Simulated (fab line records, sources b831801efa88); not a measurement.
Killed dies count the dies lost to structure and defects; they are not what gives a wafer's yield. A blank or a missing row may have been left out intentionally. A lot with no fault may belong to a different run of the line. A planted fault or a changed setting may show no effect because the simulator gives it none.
Which tool is to blame? :: flow gf180mcu :: 14 lots, 42 wafers sampled, at 2 steps of a route of 602

WHAT THE GAUGES READ, wafer by wafer
GF_M4_OVL_MEAS_15. Usual: M4_OVL 2 nm, standard deviation 4.7.
lot: L895
measured: day 23 15:02
on: overlay-02
M4_OVL (nm): -2 2 -4
flag: 

lot: L897
measured: day 24 06:38
on: overlay-01
M4_OVL (nm): 3 -5 -1
flag: 

lot: L898
measured: day 24 10:02
on: overlay-02
M4_OVL (nm): -3 5 3
flag: 

lot: L899
measured: day 24 21:53
on: overlay-01
M4_OVL (nm): -4 -5 -3
flag: 

lot: L900
measured: day 25 06:41
on: overlay-01
M4_OVL (nm): 9 4 2
flag: 

lot: L901
measured: day 25 20:39
on: overlay-01
M4_OVL (nm): 3 -1 3
flag: 

lot: L903
measured: day 26 11:14
on: overlay-01
M4_OVL (nm): -1 6 6
flag: 

lot: L904
measured: day 26 16:35
on: overlay-01
M4_OVL (nm): -7 2 0
flag: 

lot: L905
measured: day 26 21:29
on: overlay-01
M4_OVL (nm): -8 -2 -1
flag: 

lot: L906
measured: day 27 03:26
on: overlay-01
M4_OVL (nm): 3 0 5
flag: 

lot: L907
measured: day 27 17:38
on: overlay-01
M4_OVL (nm): 1 6 6
flag: 

lot: L908
measured: day 27 22:32
on: overlay-01
M4_OVL (nm): 5 2 -2
flag: 

lot: L909
measured: day 28 03:11
on: overlay-01
M4_OVL (nm): 11 -9 -3
flag: 

lot: L918
measured: day 30 20:17
on: overlay-02
M4_OVL (nm): 0 -2 4
flag: 

GF_V4_CD_MEAS_14: the cd target is 260 nm. Usual: cd_nm at 260.3 nm, with a standard deviation of 1.2.
lot: L895
measured: day 24 14:25
on: cd_sem-01
cd_nm (nm): 258.0 259.5 259.0
flag: 

lot: L897
measured: day 25 05:48
on: cd_sem-01
cd_nm (nm): 260.6 260.1 260.9
flag: 

lot: L898
measured: day 25 09:43
on: cd_sem-01
cd_nm (nm): 261.0 259.7 260.4
flag: 

lot: L899
measured: day 25 21:10
on: cd_sem-02
cd_nm (nm): 259.4 259.5 259.1
flag: 

lot: L900
measured: day 26 04:55
on: cd_sem-01
cd_nm (nm): 259.4 260.1 260.4
flag: 

lot: L901
measured: day 26 17:40
on: cd_sem-02
cd_nm (nm): 262.2 261.1 259.7
flag: 

lot: L903
measured: day 27 09:43
on: cd_sem-02
cd_nm (nm): 260.0 259.8 260.0
flag: 

lot: L904
measured: day 27 14:34
on: cd_sem-01
cd_nm (nm): 259.1 259.5 258.4
flag: 

lot: L905
measured: day 27 19:58
on: cd_sem-01
cd_nm (nm): 261.8 261.7 260.1
flag: 

lot: L906
measured: day 28 01:16
on: cd_sem-02
cd_nm (nm): 259.0 259.9 259.9
flag: 

lot: L907
measured: day 28 15:08
on: cd_sem-01
cd_nm (nm): 261.4 260.8 260.2
flag: 

lot: L908
measured: day 28 19:22
on: cd_sem-01
cd_nm (nm): 260.1 260.0 259.5
flag: 

lot: L909
measured: day 29 00:24
on: cd_sem-01
cd_nm (nm): 261.7 263.8 263.0
flag: 

lot: L918
measured: day 31 14:45
on: cd_sem-02
cd_nm (nm): 258.0 259.8 258.3
flag: 

TOOL THAT RAN EACH LOT (tool first, then ch and the chambers of the sampled wafers, then the start)
Before these readings, the record contains no process step.

WHAT THE TOOLS THEMSELVES READ (means of the sampled wafers that have a number; where no wafer has one, the mark that the record gives instead)
The record holds no such reading with a usual standard deviation.

THE ANSWER, worked out from the rows above alone
Rule: lot off if the mean of its wafers having a number is beyond 3 standard deviations from the usual mean. Also off: a lot with no number at a reading for which 4 or more lots have one. The other lots that the step has rows for count as sound. The gauges are gone through in route order, then the tools' own readings, and for those a lot's mean is taken as printed above. At the first step where some lot is off, the reading lying furthest off is the one used; lots without a number count as furthest.
None of the lots is off at any reading shown; this tells nothing.

WHAT WAS PUT IN BY THE SIMULATOR
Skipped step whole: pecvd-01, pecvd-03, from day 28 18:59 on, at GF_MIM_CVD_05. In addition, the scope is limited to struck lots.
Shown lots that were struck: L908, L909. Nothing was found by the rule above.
